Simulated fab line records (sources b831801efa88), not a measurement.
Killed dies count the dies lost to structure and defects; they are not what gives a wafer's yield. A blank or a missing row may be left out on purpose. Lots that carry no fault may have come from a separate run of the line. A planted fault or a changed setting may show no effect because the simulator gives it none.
Which tool was responsible? :: flow gf180mcu :: 39 wafers from 13 lots sampled at 5 of the route's 602 steps

== WHAT THE GAUGES SHOWED, per wafer ==
GF_LVPWELL_OVL_MEAS_07. Usual: LVPWELL_OVL gives 0.7 nm (standard deviation 1.5).
lot: L819
measured: day 3 21:29
on: overlay-02
LVPWELL_OVL (nm): 3.2 1.8 2.0
flag: 

lot: L820
measured: day 4 02:45
on: overlay-02
LVPWELL_OVL (nm): 1.4 1.4 1.6
flag: 

lot: L821
measured: day 4 08:09
on: overlay-01
LVPWELL_OVL (nm): -2.5 -1.1 -1.5
flag: 

lot: L822
measured: day 4 12:38
on: overlay-02
LVPWELL_OVL (nm): -1.3 -1.4 -1.2
flag: 

lot: L824
measured: day 5 00:47
on: overlay-01
LVPWELL_OVL (nm): 1.2 -0.2 1.8
flag: 

lot: L825
measured: day 5 05:17
on: overlay-01
LVPWELL_OVL (nm): -3.1 -3.1 -1.7
flag: 

lot: L826
measured: day 5 11:27
on: overlay-02
LVPWELL_OVL (nm): 2.3 2.2 1.4
flag: 

lot: L828
measured: day 6 01:37
on: overlay-01
LVPWELL_OVL (nm): -0.7 0.0 0.0
flag: 

lot: L832
measured: day 7 01:30
on: overlay-02
LVPWELL_OVL (nm): 0.9 1.8 0.4
flag: 

lot: L833
measured: day 7 06:14
on: overlay-01
LVPWELL_OVL (nm): - - -
flag: OFF

lot: L835
measured: day 7 14:52
on: overlay-01
LVPWELL_OVL (nm): 0.9 1.7 0.8
flag: 

lot: L840
measured: day 9 02:42
on: overlay-01
LVPWELL_OVL (nm): 0.7 0.4 1.9
flag: 

lot: L842
measured: day 9 12:21
on: overlay-02
LVPWELL_OVL (nm): 3.4 2.1 1.6
flag: 

GF_LVPWELL_TW_MEAS_11. Usual: LVPWELL_TW gives 564 (standard deviation 3.1).
lot: L819
measured: day 3 21:56
on: filmMetro-01
LVPWELL_TW: 565 564 569
flag: 

lot: L820
measured: day 4 03:11
on: filmMetro-03
LVPWELL_TW: 568 568 568
flag: 

lot: L821
measured: day 4 08:35
on: filmMetro-03
LVPWELL_TW: 568 568 565
flag: 

lot: L822
measured: day 4 13:05
on: filmMetro-03
LVPWELL_TW: 569 564 568
flag: 

lot: L824
measured: day 5 01:14
on: filmMetro-03
LVPWELL_TW: 562 563 564
flag: 

lot: L825
measured: day 5 05:44
on: filmMetro-04
LVPWELL_TW: 561 562 563
flag: 

lot: L826
measured: day 5 11:53
on: filmMetro-04
LVPWELL_TW: 559 559 559
flag: 

lot: L828
measured: day 6 02:03
on: filmMetro-04
LVPWELL_TW: 564 564 560
flag: 

lot: L832
measured: day 7 01:56
on: filmMetro-01
LVPWELL_TW: 566 569 564
flag: 

lot: L833
measured: day 7 06:41
on: filmMetro-01
LVPWELL_TW: 30 30 30
flag: OFF

lot: L835
measured: day 7 15:19
on: filmMetro-04
LVPWELL_TW: 562 558 561
flag: 

lot: L840
measured: day 9 03:08
on: filmMetro-03
LVPWELL_TW: 565 563 566
flag: 

lot: L842
measured: day 9 12:47
on: filmMetro-04
LVPWELL_TW: 564 567 565
flag: 

GF_MVPSD_OVL_MEAS_07. Usual: MVPSD_OVL gives 0.4 nm (standard deviation 1.4).
lot: L819
measured: day 5 00:14
on: overlay-02
MVPSD_OVL (nm): -0.4 0.4 0.1
flag: 

lot: L820
measured: day 5 05:29
on: overlay-02
MVPSD_OVL (nm): 0.8 0.8 0.4
flag: 

lot: L821
measured: day 5 11:41
on: overlay-01
MVPSD_OVL (nm): 0.1 -0.5 0.3
flag: 

lot: L822
measured: day 5 16:10
on: overlay-02
MVPSD_OVL (nm): 1.1 0.9 0.2
flag: 

lot: L824
measured: day 6 05:21
on: overlay-01
MVPSD_OVL (nm): -0.3 -0.1 -1.2
flag: 

lot: L825
measured: day 6 11:12
on: overlay-01
MVPSD_OVL (nm): 0.6 2.3 0.8
flag: 

lot: L826
measured: day 6 17:33
on: overlay-02
MVPSD_OVL (nm): -1.1 1.5 0.6
flag: 

lot: L828
measured: day 7 07:33
on: overlay-01
MVPSD_OVL (nm): 0.9 -1.9 -2.6
flag: 

lot: L832
measured: day 8 08:49
on: overlay-02
MVPSD_OVL (nm): 2.9 3.5 2.6
flag: 

lot: L833
measured: day 8 14:55
on: overlay-02
MVPSD_OVL (nm): -0.9 0.2 -1.1
flag: 

lot: L835
measured: day 9 01:20
on: overlay-01
MVPSD_OVL (nm): -0.8 -1.2 -0.4
flag: 

lot: L840
measured: day 10 14:07
on: overlay-01
MVPSD_OVL (nm): -1.7 1.4 0.4
flag: 

lot: L842
measured: day 11 01:32
on: overlay-01
MVPSD_OVL (nm): -0.8 1.1 1.5
flag: 

== EACH LOT AND THE TOOL THAT RAN IT (in order: tool; ch and the chambers of the sampled wafers; start) ==
lot: L819
GF_STI_CMP_25: cmp-02 ch 0,2,3, day 2 05:35
GF_LVPWELL_EXPOSE_04: ilineStepper-01 ch 0, day 3 15:16

lot: L820
GF_STI_CMP_25: cmp-01 ch 0,1,3, day 2 09:28
GF_LVPWELL_EXPOSE_04: ilineStepper-02 ch 0, day 3 20:13

lot: L821
GF_STI_CMP_25: cmp-02 ch 1,2,3, day 2 13:59
GF_LVPWELL_EXPOSE_04: ilineStepper-02 ch 0, day 4 01:09

lot: L822
GF_STI_CMP_25: cmp-01 ch 0,1,3, day 2 18:07
GF_LVPWELL_EXPOSE_04: ilineStepper-02 ch 0, day 4 06:36

lot: L824
GF_STI_CMP_25: cmp-01 ch 1,2,3, day 3 05:33
GF_LVPWELL_EXPOSE_04: ilineStepper-01 ch 0, day 4 18:46

lot: L825
GF_STI_CMP_25: cmp-02 ch 0,3, day 3 11:01
GF_LVPWELL_EXPOSE_04: ilineStepper-01 ch 0, day 4 22:40

lot: L826
GF_STI_CMP_25: cmp-02 ch 1,2,3, day 3 15:01
GF_LVPWELL_EXPOSE_04: ilineStepper-01 ch 0, day 5 04:13

lot: L828
GF_STI_CMP_25: cmp-02 ch 1,2,3, day 4 03:31
GF_LVPWELL_EXPOSE_04: ilineStepper-01 ch 0, day 5 18:55

lot: L832
GF_STI_CMP_25: cmp-01 ch 0,1, day 5 00:56
GF_LVPWELL_EXPOSE_04: ilineStepper-01 ch 0, day 6 18:00

lot: L833
GF_STI_CMP_25: cmp-02 ch 0,2,3, day 5 06:36
GF_LVPWELL_EXPOSE_04: ilineStepper-02 ch 0, day 6 22:58

lot: L835
GF_STI_CMP_25: cmp-02 ch 0,3, day 5 16:08
GF_LVPWELL_EXPOSE_04: ilineStepper-01 ch 0, day 7 07:54

lot: L840
GF_STI_CMP_25: cmp-01 ch 0,1, day 6 22:22
GF_LVPWELL_EXPOSE_04: ilineStepper-02 ch 0, day 8 18:14

lot: L842
GF_STI_CMP_25: cmp-02 ch 0,2, day 7 06:25
GF_LVPWELL_EXPOSE_04: ilineStepper-02 ch 0, day 9 04:31
- GF_STI_CMP_25: polishes, stops on Si3N4, t overpolish 33 s, target thk 524.6 nm.
- GF_LVPWELL_EXPOSE_04: exposes mask LVPWELL, target cd 600 nm.

== AS READ BY THE TOOLS THEMSELVES (means over the sampled wafers that have a number; for cases with no such wafer, the mark the record gives instead) ==
GF_STI_CMP_25. Usual: motorCurrentA 11.9 A, standard deviation 0.85; overpolishRunS 33.000 s, standard deviation 0.0086; timeToEndpointS 124 s, standard deviation 6.5.
lot: L819
tool: cmp-02
motorCurrentA (A): 12.2
overpolishRunS (s): 33.011
timeToEndpointS (s): 124
flag: 

lot: L820
tool: cmp-01
motorCurrentA (A): 10.8
overpolishRunS (s): 33.005
timeToEndpointS (s): 119
flag: 

lot: L821
tool: cmp-02
motorCurrentA (A): 11.9
overpolishRunS (s): 32.998
timeToEndpointS (s): 123
flag: 

lot: L822
tool: cmp-01
motorCurrentA (A): 11.0
overpolishRunS (s): 32.999
timeToEndpointS (s): 118
flag: 

lot: L824
tool: cmp-01
motorCurrentA (A): 11.9
overpolishRunS (s): 33.006
timeToEndpointS (s): 129
flag: 

lot: L825
tool: cmp-02
motorCurrentA (A): 12.7
overpolishRunS (s): 33.007
timeToEndpointS (s): 118
flag: 

lot: L826
tool: cmp-02
motorCurrentA (A): 12.2
overpolishRunS (s): 32.997
timeToEndpointS (s): 125
flag: 

lot: L828
tool: cmp-02
motorCurrentA (A): 12.2
overpolishRunS (s): 33.002
timeToEndpointS (s): 121
flag: 

lot: L832
tool: cmp-01
motorCurrentA (A): 11.0
overpolishRunS (s): 32.991
timeToEndpointS (s): 114
flag: 

lot: L833
tool: cmp-02
motorCurrentA (A): 12.2
overpolishRunS (s): 32.995
timeToEndpointS (s): 125
flag: 

lot: L835
tool: cmp-02
motorCurrentA (A): 12.4
overpolishRunS (s): 32.999
timeToEndpointS (s): 125
flag: 

lot: L840
tool: cmp-01
motorCurrentA (A): 11.3
overpolishRunS (s): 32.996
timeToEndpointS (s): 115
flag: 

lot: L842
tool: cmp-02
motorCurrentA (A): 12.1
overpolishRunS (s): 33.000
timeToEndpointS (s): 123
flag: 

GF_LVPWELL_EXPOSE_04. Usual: exposureDoseMJCm2 reads 259.95 (standard deviation 0.24).
lot: L819
tool: ilineStepper-01
exposureDoseMJCm2: 260.06
flag: 

lot: L820
tool: ilineStepper-02
exposureDoseMJCm2: 260.02
flag: 

lot: L821
tool: ilineStepper-02
exposureDoseMJCm2: 260.12
flag: 

lot: L822
tool: ilineStepper-02
exposureDoseMJCm2: 259.74
flag: 

lot: L824
tool: ilineStepper-01
exposureDoseMJCm2: 260.32
flag: 

lot: L825
tool: ilineStepper-01
exposureDoseMJCm2: 260.01
flag: 

lot: L826
tool: ilineStepper-01
exposureDoseMJCm2: 259.86
flag: 

lot: L828
tool: ilineStepper-01
exposureDoseMJCm2: 259.75
flag: 

lot: L832
tool: ilineStepper-01
exposureDoseMJCm2: 259.92
flag: 

lot: L833
tool: ilineStepper-02
exposureDoseMJCm2: 259.81
flag: 

lot: L835
tool: ilineStepper-01
exposureDoseMJCm2: 260.11
flag: 

lot: L840
tool: ilineStepper-02
exposureDoseMJCm2: 259.97
flag: 

lot: L842
tool: ilineStepper-02
exposureDoseMJCm2: 259.98
flag: 

== THE ANSWER, worked out from the rows above alone ==
Rule: a lot counts as off when the mean over its wafers that have a number is more than 3 standard deviations away from the usual mean. Also off: a lot with no number at a reading for which 4 or more lots have one. The other lots that the step has rows for count as sound. Order of review: gauges by route order, followed by the tools' own readings, for which a lot's mean as printed above is used. The first step at which some lot is off is used, and at that step the reading that is off furthest; a lot without a number counts as furthest.
Off: at GF_LVPWELL_OVL_MEAS_07 (LVPWELL_OVL), L833. Without a number there: L833.
If a tool, at a process step before that reading, ran all the lots that are off and no sound lot after the first of them, it fits. The gauges at GF_LVPWELL_OVL_MEAS_07 aren't tried: what is off there is off at GF_LVPWELL_TW_MEAS_11 too, on other tools, and a gauge's error can't cause that. Not one of the candidates tried fits.

== WHAT HAD BEEN PUT IN BY THE SIMULATOR ==
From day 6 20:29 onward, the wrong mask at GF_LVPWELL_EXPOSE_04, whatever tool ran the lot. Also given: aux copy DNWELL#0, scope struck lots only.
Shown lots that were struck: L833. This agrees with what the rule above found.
